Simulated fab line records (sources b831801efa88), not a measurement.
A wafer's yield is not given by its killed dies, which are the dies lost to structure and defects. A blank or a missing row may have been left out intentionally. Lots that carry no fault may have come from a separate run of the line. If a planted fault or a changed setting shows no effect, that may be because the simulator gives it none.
Problem report, 8D (eight disciplines) form, completed by code	flow sky130	the parts of the form that need people (team, actions taken, sign-off) are left out

1. WHAT IS WRONG
Wafers free of any fault read 209.8 (standard deviation 1.5) for VT_ADJUST_HVTR_TW at SKY_VT_ADJUST_HVTR_TW_MEAS_11, against a mean of 261.6 on 6 wafers of 2 lots. That puts it +35 standard deviations away from the usual mean.
Seen first at day 11 03:47 on film metro-03, wafer L286.1. The record holds 30 wafers of 10 lots with a number at this step. Rule for "out" (also "out of limits"): further than 4 standard deviations from the usual mean. Any other wafer with a number is counted as sound.

2. WHAT IT IS; WHAT IT IS NOT
question	is	is not
which readings at this step	VT_ADJUST_HVTR_TW	-
which lots	L286, L287	L280, L282, L284, L296, L298, L299, L300, L303
which wafers of those lots	all that have a number	-
read on which gauges	film metro-03, film metro-04	film metro-02
when	from day 11 03:47	up to then (9 sound wafers); but 15 sound wafers of L296, L298, L299, L300, L303 came after

3. SUSPECTS, AND WHAT RULES EACH OUT
Counting: a tool stays on the suspect list if, at a process step up to the reading, it processed all lots that are out and no sound lot following the first of them.
- the gauge at SKY_VT_ADJUST_HVTR_TW_MEAS_11: ruled out. 2 gauges (film metro-03, film metro-04) read the wafers that are out.
- rtp anneal-02 at SKY_NWELL_RTA_28 (time 30 s): ruled out as a lasting fault. Sound lots L296, L299, L303 ran on it after its first lot that is out, L286 (day 6 17:02).
- litho track-03 at SKY_VT_ADJUST_NCORE_COAT_02 (resist thk 1140 nm): ruled out as a lasting fault. Sound lots L298, L300, L303 ran on it after its first lot that is out, L286 (day 9 17:31).
Left after counting: nothing in the record.

4. THE CAUSE (what the simulator had put in)
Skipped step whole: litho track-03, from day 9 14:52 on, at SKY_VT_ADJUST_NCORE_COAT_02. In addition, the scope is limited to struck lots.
Counting ruled it out, wrongly: the rule takes a fault to strike every lot that its tool runs from its start on, and this one did not.

5. THE EFFECT CHAIN, in route order
Each row: a reading where the mean over the struck wafers with a number is more than 3 standard deviations away from the usual. Readings are gone through only where the record gives a usual standard deviation; hours: the median, over the lots, of the time from a lot's start at the first step in this table giving one to that lot's start at this step; sigmas: the change measured in usual standard deviations.
hours	step	reading	usual	on struck wafers	change	sigmas
0	SKY_VT_ADJUST_HVTR_TW_MEAS_11	VT_ADJUST_HVTR_TW	209.8	261.6	+51.8	+35
24	SKY_VT_ADJUST_PCH_TW_MEAS_10	VT_ADJUST_PCH_TW	142.6	229.9	+87.3	+55
865	SKY_PAD_OPEN_PROBE_99	killed at front end	14	424	+410	+95
865	SKY_PAD_OPEN_PROBE_99	killed dies	85	492	+407	+46
865	SKY_PAD_OPEN_PROBE_99	killed on rim	17	96	+79	+20
It contains these process steps:
- SKY_PAD_OPEN_PROBE_99
Readings that are blank on the struck wafers while sound wafers have them: chill plate temp C at SKY_VT_ADJUST_NCORE_COAT_02; dispense pressure kPa at SKY_VT_ADJUST_NCORE_COAT_02; spin speed rpm at SKY_VT_ADJUST_NCORE_COAT_02; cd nm at SKY_VT_ADJUST_NCORE_CD_MEAS_07.

6. HOW IT WOULD HAVE BEEN CAUGHT EARLIER
The first out-of-limits reading at a measuring or inspecting step in this record came at day 11 03:47, 37 hours after the fault's start at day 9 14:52.
Between SKY_VT_ADJUST_NCORE_COAT_02 and SKY_VT_ADJUST_HVTR_TW_MEAS_11, SKY_VT_ADJUST_NCORE_CD_MEAS_07 gave no cd nm on the struck wafers, where sound wafers have one: a measuring or inspecting step that comes back empty is itself a sign.
At SKY_VT_ADJUST_NCORE_COAT_02 the tool's readings are blank on the struck wafers, where sound wafers have them: an empty tool record is the first sign, and it was there at once.
